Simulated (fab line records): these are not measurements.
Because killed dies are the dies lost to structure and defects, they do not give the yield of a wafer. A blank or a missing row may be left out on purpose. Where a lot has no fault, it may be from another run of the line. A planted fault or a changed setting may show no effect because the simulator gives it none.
fab line records | flow sky130 | part 2 of 2: steps 31 to 40 of 40
record: lots: 5 | wafers: 15 | last_day: 50
route steps=708 shown METAL5@662 PASSIVATION@681 PAD_OPEN@694
lots that met no fault: taken from a fault-free run of the same line
start_h: hours from the record's first day to the start of the lot's first wafer shown | wait_h: time in hours since the lot's previous step | " identical to the entry in the row above | L1.1+2: a row that stands for several wafers | - no value present, or no start provided | * or withheld: withheld | < > ~ a bound
route shown NAME@n: names a module that has steps shown in the file, with the first one's number in the route | usual: mean and standard deviation over wafers with no fault | same: alike in all rows | chamber/n: place in a boat | sites: each site's reading | _std_site: their standard deviation | _edge_site: inner sites' mean taken away from outer sites' mean | radius_mm: how far each site lies from the wafer's centre | mask NAME#n: copy n | behind: the most recent tool/chamber to have shaped the wafer | hold: what put the lot on hold/how long, in hours/how the hold closed | device: the n, p or np transistor that did not switch | end of line: tests run on the same wafers once the route is complete | for a step that has no rows: nothing shown but its recipe | killed: dies lost to structure and defects at the first sort, not the wafer's yield | map: the dies of a wafer, with x for killed, . for not killed, _ for no die there
set.NAME: the setting as run; set.NAME@STEP: as run at that earlier step | model.NAME: the simulator's own value behind a step, which no gauge read
lots at selected steps of the route; one table per step, one row per wafer
services: when a tool's chamber went out of use (start_h, in hours from the record's first day, below 0 if earlier), for how many hours, and the reason
== steps ==
step: SKY_PASSIVATION_ETCH_11
recipe: chemistry: CF4/O2 | target_depth_nm: 725 | stop_on: AlCu | source_w: 800 | bias_w: 150 | pressure_mtorr: 150 | cf4_flow_sccm: 80 | O2_flow_sccm: 10 | time_s: 161.1
usual: drypump_motor_current_A: 5.8/0.43 | oes_product_au: 0.980/0.0078 | throttle_valve_pct: 5.967/0.0085
lot.wafer | tool        | chamber | start_h | wait_h | drypump_motor_current_A | oes_product_au | rf_hours_counter_h | throttle_valve_pct
L086.1    | rie_diel-02 | 2       | 1124.40 | -      | 5.4                     | 0.975          | 11                 | 5.971
L086.2    | "           | 0       | "       | "      | 6.1                     | 0.967          | 13                 | 5.965
L086.6    | "           | 0       | "       | "      | 6.1                     | 0.977          | -                  | 5.968
L087.2    | rie_diel-01 | 1       | 1127.64 | -      | 5.9                     | 0.979          | 25                 | 5.969
L087.4    | "           | 2       | "       | "      | 5.9                     | 0.972          | 31                 | 5.967
L087.6    | "           | 1       | "       | "      | 5.9                     | 0.979          | -                  | 5.965
L092.1    | rie_diel-03 | 1       | 1155.39 | -      | 5.1                     | 1.000          | 20                 | 5.960
L092.3    | "           | 2       | "       | "      | 5.4                     | 0.987          | 3                  | 5.981
L092.6    | "           | 1       | "       | "      | 5.1                     | 0.996          | -                  | 5.966
L095.1    | rie_diel-03 | 1       | 1171.54 | -      | 5.1                     | 0.981          | 21                 | 5.970
L095.3    | "           | 3       | "       | "      | 6.3                     | 0.966          | 13                 | 5.968
L095.6    | "           | 0       | "       | "      | 6.4                     | 0.981          | -                  | 5.957
L096.1    | rie_diel-03 | 1       | 1172.24 | -      | 5.1                     | 0.974          | 21                 | 5.957
L096.3    | "           | 0       | "       | "      | 6.3                     | 0.966          | 2                  | 5.958
L096.6    | "           | 0       | "       | "      | 6.3                     | 0.994          | -                  | 5.972
step: SKY_PASSIVATION_STRIP_12
recipe: chemistry: O2/N2 | power_w: 1400 | pressure_mtorr: 1500 | platen_temp_c: withheld | overash_fraction: 0.7 | o2_flow_sccm: 3000 | n2_flow_sccm: 300
usual: drypump_motor_current_A: 5.5/0.5 | n2_flow_sccm: 300.1/0.95 | oes_product_au: 0.662/0.0047 | strip_time_to_endpoint_s: 31.45/0.18
lot.wafer | tool            | chamber | start_h | wait_h | drypump_motor_current_A | n2_flow_sccm | oes_product_au | rf_hours_counter_h | strip_time_to_endpoint_s
L086.1    | plasma_asher-04 | 1       | 1124.50 | 0.1    | 5.1                     | 302.1        | 0.666          | 68                 | 31.49
L086.2    | "               | 0       | "       | "      | 5.2                     | 299.8        | 0.663          | 68                 | 31.67
L086.6    | "               | 0       | "       | "      | 5.2                     | 299.8        | 0.662          | -                  | 31.59
L087.2    | plasma_asher-01 | 0       | 1127.74 | 0.1    | 5.3                     | 301.0        | 0.657          | 101                | 31.37
L087.4    | "               | 0       | "       | "      | 5.3                     | 301.5        | 0.657          | -                  | 31.80
L087.6    | "               | 0       | "       | "      | 5.3                     | 301.2        | 0.670          | -                  | 31.61
L092.1    | plasma_asher-02 | 1       | 1155.49 | 0.1    | 5.1                     | 298.5        | 0.666          | 39                 | 31.19
L092.3    | "               | 0       | "       | "      | 6.3                     | 299.1        | 0.657          | -                  | 31.36
L092.6    | "               | 0       | "       | "      | 6.3                     | 301.3        | 0.652          | -                  | 31.22
L095.1    | plasma_asher-01 | 1       | 1171.65 | 0.1    | 6.2                     | 299.1        | 0.656          | 105                | 31.41
L095.3    | "               | 1       | "       | "      | 6.2                     | 300.3        | 0.666          | -                  | 31.52
L095.6    | "               | 0       | "       | "      | 5.3                     | 300.7        | 0.661          | -                  | 31.61
L096.1    | plasma_asher-02 | 0       | 1172.35 | 0.1    | 6.2                     | 299.9        | 0.662          | 41                 | 31.11
L096.3    | "               | 0       | "       | "      | 6.3                     | 299.7        | 0.661          | -                  | 31.45
L096.6    | "               | 1       | "       | "      | 5.1                     | 300.9        | 0.661          | -                  | 31.48
step: SKY_PAD_OPEN_DEHYDRATE_00
recipe: temp_c: 200 | time_s: 60
lot.wafer  | tool           | chamber | start_h | wait_h
L086.1+2+6 | litho_track-01 | 0       | 1133.29 | 8.7
L087.2+4+6 | litho_track-01 | 0       | 1136.26 | 8.5
L092.1+3+6 | litho_track-02 | 0       | 1163.40 | 7.9
L095.1+3+6 | litho_track-03 | 0       | 1178.65 | 7.0
L096.1+3+6 | litho_track-02 | 0       | 1179.45 | 7.1
step: SKY_PAD_OPEN_HMDS_01
recipe: prime_time_s: 60 | prime_temp_c: 120
usual: prime_temp_c: 120.02/0.15
lot.wafer | tool           | chamber | start_h | wait_h | prime_temp_c
L086.1    | litho_track-01 | 0       | 1133.44 | 0.1    | 120.07
L086.2    | "              | 0       | "       | "      | 120.19
L086.6    | "              | 0       | "       | "      | 120.14
L087.2    | litho_track-01 | 0       | 1136.41 | 0.1    | 119.96
L087.4    | "              | 0       | "       | "      | 120.02
L087.6    | "              | 0       | "       | "      | 119.85
L092.1    | litho_track-02 | 0       | 1163.55 | 0.1    | 120.14
L092.3    | "              | 0       | "       | "      | 120.15
L092.6    | "              | 0       | "       | "      | 120.18
L095.1    | litho_track-03 | 0       | 1178.80 | 0.1    | 119.91
L095.3    | "              | 0       | "       | "      | 119.92
L095.6    | "              | 0       | "       | "      | 120.09
L096.1    | litho_track-02 | 0       | 1179.60 | 0.1    | 119.95
L096.3    | "              | 0       | "       | "      | 119.90
L096.6    | "              | 0       | "       | "      | 119.95
step: SKY_PAD_OPEN_COAT_02
recipe: spin_rpm: 2000 | resist_thk_nm: 3000
usual: spin_speed_rpm: 1999.8/1.3
lot.wafer | tool           | chamber | start_h | wait_h | spin_speed_rpm
L086.1    | litho_track-01 | 0       | 1133.59 | 0.1    | 2000.4
L086.2    | "              | 0       | "       | "      | 2000.1
L086.6    | "              | 0       | "       | "      | 2000.0
L087.2    | litho_track-01 | 0       | 1136.56 | 0.1    | 2000.6
L087.4    | "              | 0       | "       | "      | 2001.4
L087.6    | "              | 0       | "       | "      | 1999.3
L092.1    | litho_track-02 | 0       | 1163.70 | 0.1    | 1996.5
L092.3    | "              | 0       | "       | "      | 1999.9
L092.6    | "              | 0       | "       | "      | 1999.1
L095.1    | litho_track-03 | 0       | 1178.95 | 0.1    | 1999.4
L095.3    | "              | 0       | "       | "      | 1999.7
L095.6    | "              | 0       | "       | "      | 2001.7
L096.1    | litho_track-02 | 0       | 1179.75 | 0.1    | 2000.6
L096.3    | "              | 0       | "       | "      | 1997.8
L096.6    | "              | 0       | "       | "      | 2000.1
step: SKY_PAD_OPEN_SOFTBAKE_03
recipe: temp_c: 110 | time_s: withheld
lot.wafer  | tool           | chamber | start_h | wait_h
L086.1+2+6 | litho_track-01 | 0       | 1133.74 | 0.1
L087.2+4+6 | litho_track-01 | 0       | 1136.72 | 0.1
L092.1+3+6 | litho_track-02 | 0       | 1163.85 | 0.1
L095.1+3+6 | litho_track-03 | 0       | 1179.10 | 0.1
L096.1+3+6 | litho_track-02 | 0       | 1179.90 | 0.1
step: SKY_PAD_OPEN_EXPOSE_04
recipe: mask_id: PDM | target_cd_nm: 60000 | na: 0.57 | dose_mj: 260
lot.wafer  | tool             | chamber | start_h | wait_h | mask
L086.1+2+6 | iline_stepper-01 | 0       | -       | -      | PDM#0
L087.2+4+6 | iline_stepper-02 | 0       | -       | -      | PDM#0
L092.1+3+6 | iline_stepper-02 | 0       | -       | -      | PDM#0
L095.1+3+6 | iline_stepper-01 | 0       | -       | -      | PDM#0
L096.1+3+6 | iline_stepper-01 | 0       | -       | -      | PDM#0
step: SKY_PAD_OPEN_PEB_05
recipe: temp_c: 115 | time_s: withheld
lot.wafer  | tool           | chamber | start_h | wait_h
L086.1+2+6 | litho_track-02 | 0       | -       | -
L087.2+4+6 | litho_track-03 | 0       | -       | -
L092.1+3+6 | litho_track-01 | 0       | -       | -
L095.1+3+6 | litho_track-01 | 0       | -       | -
L096.1+3+6 | litho_track-01 | 0       | -       | -
step: SKY_PAD_OPEN_DEVELOP_06
recipe: develop_time_s: 60 | dev_temp_c: 23
lot.wafer  | tool           | chamber | start_h | wait_h
L086.1+2+6 | litho_track-02 | 0       | -       | -
L087.2+4+6 | litho_track-03 | 0       | -       | -
L092.1+3+6 | litho_track-01 | 0       | -       | -
L095.1+3+6 | litho_track-01 | 0       | -       | -
L096.1+3+6 | litho_track-01 | 0       | -       | -
step: SKY_PAD_OPEN_ETCH_07
recipe: chemistry: CF4/O2 | target_depth_nm: 725 | stop_on: AlCu | source_w: 800 | bias_w: 150 | pressure_mtorr: 150 | cf4_flow_sccm: 80 | O2_flow_sccm: 10 | time_s: 161.1
usual: drypump_motor_current_A: 5.6/0.37 | oes_product_au: 0.982/0.0086 | throttle_valve_pct: 5.965/0.0092
lot.wafer | tool        | chamber | start_h | wait_h | drypump_motor_current_A | oes_product_au | rf_hours_counter_h | throttle_valve_pct
L086.1    | rie_diel-04 | 2       | 1142.95 | -      | 5.4                     | 0.984          | 28                 | 5.972
L086.2    | "           | 0       | "       | "      | 5.3                     | 0.971          | 24                 | 5.949
L086.6    | "           | 0       | "       | "      | 5.3                     | 0.997          | -                  | 5.969
L087.2    | rie_diel-03 | 1       | 1146.05 | -      | 5.1                     | 0.979          | 20                 | 5.973
L087.4    | "           | 2       | "       | "      | 5.4                     | 0.972          | 3                  | 5.960
L087.6    | "           | 3       | "       | "      | 6.3                     | 0.984          | -                  | 5.956
L092.1    | rie_diel-01 | 3       | 1172.19 | -      | 5.9                     | 0.990          | 13                 | 5.961
L092.3    | "           | 1       | "       | "      | 5.9                     | 0.976          | 28                 | 5.964
L092.6    | "           | 3       | "       | "      | 5.9                     | 0.998          | -                  | 5.956
L095.1    | rie_diel-01 | 3       | 1187.09 | -      | 5.9                     | 0.985          | 13                 | 5.960
L095.3    | "           | 0       | "       | "      | 5.6                     | 0.975          | 25                 | 5.963
L095.6    | "           | 0       | "       | "      | 5.6                     | 0.971          | -                  | 5.983
L096.1    | rie_diel-01 | 2       | 1188.09 | -      | 5.9                     | 0.981          | 1                  | 5.944
L096.3    | "           | 0       | "       | "      | 5.5                     | 0.970          | 26                 | 5.963
L096.6    | "           | 1       | "       | "      | 5.9                     | 0.982          | -                  | 5.985
== services ==
tool             | chamber | start_h | hours | kind
rie_diel-01      | 3       | 1059.60 | 6.3   | repair
pecvd-03         | 2       | 1064.98 | 23.5  | repair
rie_diel-03      | -       | 1070.77 | 1.0   | repair
rie_diel-03      | 0       | 1073.21 | 6.5   | repair
pecvd-01         | -       | 1075.03 | 2.4   | repair
iline_stepper-01 | -       | 1087.32 | 28.9  | pm
plasma_asher-01  | -       | 1091.58 | 9.4   | repair
rie_diel-01      | 2       | 1094.63 | 1.7   | repair
pecvd-02         | -       | 1102.45 | 2.8   | pm
plasma_asher-02  | -       | 1105.01 | 27.2  | repair
pvd_sputter-03   | -       | 1115.15 | 1.0   | repair
plasma_asher-02  | -       | 1115.17 | 1.6   | repair
iline_stepper-02 | -       | 1126.22 | 1.7   | pm
rie_metal-02     | 0       | 1128.99 | 1.5   | repair
plasma_asher-04  | -       | 1134.79 | 3.0   | repair
plasma_asher-01  | -       | 1135.91 | 3.6   | repair
rie_diel-03      | 1       | 1136.67 | 4.0   | repair
pvd_sputter-03   | -       | 1137.12 | 1.4   | repair
plasma_asher-01  | -       | 1144.36 | 1.1   | repair
pecvd-03         | -       | 1144.78 | 0.9   | repair
pecvd-02         | 1       | 1147.33 | 6.1   | repair
pecvd-03         | -       | 1177.75 | 2.8   | pm
iline_stepper-02 | -       | 1182.71 | 5.5   | repair
pvd_sputter-01   | -       | 1187.63 | 2.1   | repair
